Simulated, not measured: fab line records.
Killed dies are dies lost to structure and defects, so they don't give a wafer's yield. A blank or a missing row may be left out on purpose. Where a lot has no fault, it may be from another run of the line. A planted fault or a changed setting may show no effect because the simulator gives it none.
Which tool did it? + flow sky130 + Sampling: 13 lots, 39 wafers, 2 of 708 route steps

## WHAT THE GAUGES READ, wafer by wafer
SKY_VIA1_BOW_MEAS_03.
| lot  | measured     | on            | VIA1_BOW (um) |
|------|--------------|---------------|---------------|
| L684 | day 32 19:49 | film_metro-02 | 89 78 77      |
| L685 | day 33 06:46 | film_metro-02 | 90 76 82      |
| L686 | day 33 12:41 | film_metro-02 | 75 80 75      |
| L687 | day 33 15:03 | film_metro-01 | 94 83 83      |
| L688 | day 34 18:57 | film_metro-02 | 86 78 83      |
| L689 | day 34 23:05 | film_metro-02 | 82 81 70      |
| L699 | day 38 09:05 | film_metro-03 | 99 89 83      |
| L701 | day 38 14:45 | film_metro-01 | 80 72 83      |
| L702 | day 38 16:02 | film_metro-01 | 86 75 76      |
| L703 | day 38 19:35 | film_metro-03 | 80 89 79      |
| L704 | day 39 01:39 | film_metro-03 | 73 67 78      |
| L705 | day 39 05:41 | film_metro-02 | 80 87 81      |
| L707 | day 40 00:58 | film_metro-02 | 86 80 69      |

## TOOL THAT RAN EACH LOT (tool first, then ch and the chambers of the sampled wafers, then the start)
| lot  | SKY_METAL1_SPUTTER_00        |
|------|------------------------------|
| L684 | pvd_sputter-03, day 31 14:34 |
| L685 | pvd_sputter-04, day 32 02:08 |
| L686 | pvd_sputter-03, day 32 07:56 |
| L687 | pvd_sputter-04, day 32 10:50 |
| L688 | pvd_sputter-04, day 33 14:46 |
| L689 | pvd_sputter-03, day 33 18:56 |
| L699 | pvd_sputter-02, day 37 05:30 |
| L701 | pvd_sputter-02, day 37 11:50 |
| L702 | pvd_sputter-02, day 37 12:42 |
| L703 | pvd_sputter-02, day 37 16:20 |
| L704 | pvd_sputter-02, day 37 23:20 |
| L705 | pvd_sputter-02, day 38 03:00 |
| L707 | pvd_sputter-02, day 38 21:47 |
- SKY_METAL1_SPUTTER_00: material Ti, target thk 15 nm, time 10 s.

## WHAT THE TOOLS THEMSELVES READ (means of the sampled wafers that have a number; where no wafer has one, the mark that the record gives instead)
SKY_METAL1_SPUTTER_00.
| lot  | tool           | throttle_valve_pct (%) |
|------|----------------|------------------------|
| L684 | pvd_sputter-03 | 31.5                   |
| L685 | pvd_sputter-04 | 30.0                   |
| L686 | pvd_sputter-03 | 31.9                   |
| L687 | pvd_sputter-04 | 30.8                   |
| L688 | pvd_sputter-04 | 30.2                   |
| L689 | pvd_sputter-03 | 31.6                   |
| L699 | pvd_sputter-02 | 29.0                   |
| L701 | pvd_sputter-02 | 28.8                   |
| L702 | pvd_sputter-02 | 29.3                   |
| L703 | pvd_sputter-02 | 30.0                   |
| L704 | pvd_sputter-02 | 29.2                   |
| L705 | pvd_sputter-02 | 28.9                   |
| L707 | pvd_sputter-02 | 28.7                   |

## THE ANSWER, worked out from the rows above alone
Rule: what is usual is taken from the lots themselves. Put in order of their means at a reading, lots are off if they are a third of the lots or fewer, leave a main group of 4 or more, and stand apart from it by a gap of 3 or more times the standard deviation of the main group's means; of several such gaps the widest counts. A main group whose means are all the same, to the digits that the tables above print for the reading, isn't used. Also off: a lot with no number at a reading for which 4 or more lots have one. Any other lot the step has rows for is counted as sound. First the gauges in route order, then the tools' own readings, where a lot's mean is used as printed above. The first step at which some lot is off is used, and at that step the reading that is off furthest; a lot without a number counts as furthest.
No lot is off at any reading shown: from this, nothing can be told.

## WHAT THE SIMULATOR HAD INSERTED
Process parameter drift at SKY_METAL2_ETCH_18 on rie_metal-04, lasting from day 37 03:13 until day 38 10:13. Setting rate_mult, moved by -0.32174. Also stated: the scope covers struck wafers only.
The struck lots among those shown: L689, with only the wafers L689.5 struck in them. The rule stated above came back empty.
